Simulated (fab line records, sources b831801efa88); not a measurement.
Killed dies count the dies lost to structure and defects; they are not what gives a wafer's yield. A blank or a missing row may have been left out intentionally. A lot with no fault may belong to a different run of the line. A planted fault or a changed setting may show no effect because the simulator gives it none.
Chamber matching	flow sky130	rieDiel-03 running SKY_POLY_CUT_ETCH_11: 4 sister chambers
The step etches Si3N4 in CF4/CH2F2/Ar, stops on poly-Si, time 42.5 s, target depth 60 nm. 4 wafers are shown with their chamber, then 9 later ones without.

== WAFERS, EACH WITH ITS CHAMBER ==
wafer	chamber	drypumpMotorCurrentA (A)
L092.2	3	6.1
L093.1	0	6.6
L093.3	2	5.5
L093.5	1	6.3

== WAFERS WITHOUT THEIR CHAMBER ==
wafer	drypumpMotorCurrentA (A)
L094.2	5.5
L094.3	6.3
L094.5	6.7
L095.1	5.5
L095.3	6.1
L095.6	5.5
L097.1	6.2
L097.3	5.6
L097.4	6.6

== WHICH CHAMBER EACH WENT THROUGH ==
wafer	from the rows above	in truth
L094.2	2	2
L094.3	1	1
L094.5	0	0
L095.1	2	2
L095.3	3	3
L095.6	2	2
L097.1	can't be placed: 1 or 3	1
L097.3	2	2
L097.4	0	0
Correctly placed: 8 of 9. Can't be placed from these rows: 1 (the true chamber is among the candidates in 1). 0 placed wrongly.
How it was worked out, from the rows above alone: a wafer's distance from a chamber is the root of the sum, over the readings, of the square of ((its reading less the chamber's mean) divided by the reading's scatter). The wafer belongs to the nearest chamber; if the next one is less than 2 further off, it can't be placed. Each chamber's mean is taken over the wafers shown for it. The scatter (one wafer shown for each chamber): square how far every hidden wafer sits from the nearest shown wafer, average those squares and take the square root.
